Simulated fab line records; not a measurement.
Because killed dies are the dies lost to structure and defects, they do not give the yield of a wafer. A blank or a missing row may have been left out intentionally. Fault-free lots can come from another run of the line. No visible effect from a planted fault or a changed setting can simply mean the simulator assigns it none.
Matching of chambers ; flow gf180mcu ; 4 sister chambers for GF_V4_CMP_04 on cmp-02
The step polishes SiO2. 4 wafers are shown with their chamber, then 11 later ones without.

## WAFERS WITH THEIR CHAMBER
wafer;chamber;motor current A (A)
L083.4;3;11.4
L084.2;2;14.5
L084.3;0;11.3
L086.1;1;11.6

## WAFERS WHOSE CHAMBER IS MISSING
wafer;motor current A (A)
L086.3;11.4
L086.5;11.6
L087.2;11.7
L087.3;14.4
L087.5;11.1
L093.1;14.9
L093.4;11.2
L093.5;10.8
L096.1;11.7
L096.2;14.4
L096.3;11.1

## WHICH CHAMBER EACH ONE RAN IN
wafer;from the rows above;in truth
L086.3;can't be placed: 3 or 0 or 1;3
L086.5;can't be placed: 1 or 3 or 0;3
L087.2;can't be placed: 1 or 3 or 0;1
L087.3;2;2
L087.5;can't be placed: 0 or 3 or 1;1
L093.1;2;2
L093.4;can't be placed: 0 or 3 or 1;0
L093.5;can't be placed: 0 or 3 or 1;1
L096.1;can't be placed: 1 or 3 or 0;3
L096.2;2;2
L096.3;can't be placed: 0 or 3 or 1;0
Placed correctly: 3 of 11. Not placeable from these rows: 8 (in 8, the candidates include the true chamber). Placed wrongly: 0.
How it was worked out, from the rows above alone: a wafer's distance from a chamber is the root of the sum, over the readings, of the square of ((its reading less the chamber's mean) divided by the reading's scatter). If the next closest chamber is less than 2 further off than the closest, the wafer can't be placed; otherwise it belongs to the closest. A chamber's mean is the mean of its shown wafers. The scatter: with one shown wafer a chamber, the root of the mean of the squares of how far each hidden wafer lies from its nearest shown one.
